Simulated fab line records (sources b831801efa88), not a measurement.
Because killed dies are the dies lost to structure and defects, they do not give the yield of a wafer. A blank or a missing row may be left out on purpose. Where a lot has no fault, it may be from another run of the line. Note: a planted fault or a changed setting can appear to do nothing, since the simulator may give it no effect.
Which of the tools did it?	flow gf180mcu	7 lots, 21 wafers sampled, at 4 steps of a route of 602

## WHAT EACH GAUGE READ, for each wafer
GF_SAB_THK_MEAS_01.
lot	measured	on	SAB_CVD_00_THK (nm)
L653	day 14 22:05	film-metro-03	50.1 51.5 51.3
L656	day 16 02:45	film-metro-04	50.9 49.4 50.7
L658	day 16 21:27	film-metro-03	49.1 51.1 50.2
L661	day 17 22:04	film-metro-02	49.4 69.0 50.2
L670	day 20 22:27	film-metro-04	49.3 50.1 50.5
L672	day 21 16:14	film-metro-02	49.0 49.4 49.8
L674	day 22 04:42	film-metro-02	50.1 49.4 49.9

## WHAT TOOL EACH LOT RAN ON (gives the tool, then ch and the chambers of the sampled wafers, and finally the start)
lot	GF_HV_LDD_RTA_52	GF_PSD_RTA_13	GF_SAB_CVD_00
L653	rtp-anneal-01 ch 0, day 13 00:33	rtp-anneal-01 ch 0, day 14 21:45	pecvd-02 ch 0,1, day 14 22:04
L656	rtp-anneal-01 ch 0, day 14 03:43	rtp-anneal-02 ch 0, day 16 02:25	pecvd-02 ch 0,1,2, day 16 02:43
L658	rtp-anneal-02 ch 0, day 14 20:40	rtp-anneal-01 ch 0, day 16 21:05	pecvd-02 ch 1,2, day 16 21:25
L661	rtp-anneal-02 ch 0, day 15 20:34	rtp-anneal-01 ch 0, day 17 21:43	pecvd-02 ch 0,1,2, day 17 22:02
L670	rtp-anneal-01 ch 0, day 18 17:26	rtp-anneal-02 ch 0, day 20 22:06	pecvd-03 ch 0,1, day 20 22:26
L672	rtp-anneal-01 ch 0, day 19 12:44	rtp-anneal-02 ch 0, day 21 15:50	pecvd-04 ch 0,2, day 21 16:13
L674	rtp-anneal-02 ch 0, day 20 01:25	rtp-anneal-01 ch 0, day 22 04:22	pecvd-03 ch 0,2, day 22 04:40
- GF_HV_LDD_RTA_52: time 10 s.
- GF_PSD_RTA_13: time 20 s.
- GF_SAB_CVD_00: deposits SiO2 from TEOS, target thk 50 nm, time 4.9302 s.

## THE ANSWER, worked out from the rows above alone
Rule: the lots themselves supply what counts as usual. The widest of any qualifying gaps counts: lots, ordered by their means at a reading, are off when they make up no more than a third of the lots, leave a main group of 4 or more, and stand apart from it by 3 or more times the standard deviation of that group's means. Not used: any main group whose means are identical at the precision the tables above print for the reading. Also off: a lot with no number at a reading for which 4 or more lots have one. All remaining lots with rows at the step are treated as sound.
Off: L661, seen at GF_SAB_THK_MEAS_01 (SAB_CVD_00_THK). The main group has a mean of 50.1 nm with a standard deviation of 0.48.
A tool fits if, at a process step before that reading, it ran every lot that is off, and no sound lot after the first of them. Gauges at GF_SAB_THK_MEAS_01: tried the same way as those tools. One fits: pecvd-02 at GF_SAB_CVD_00. Its last sound lot is L658 (day 16 21:25), its first lot that is off L661 (day 17 22:02): a fault that began between those two fits.

## WHAT HAD BEEN PUT IN BY THE SIMULATOR
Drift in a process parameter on pecvd-02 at GF_SAB_CVD_00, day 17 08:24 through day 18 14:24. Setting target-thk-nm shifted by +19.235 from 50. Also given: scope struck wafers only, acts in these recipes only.
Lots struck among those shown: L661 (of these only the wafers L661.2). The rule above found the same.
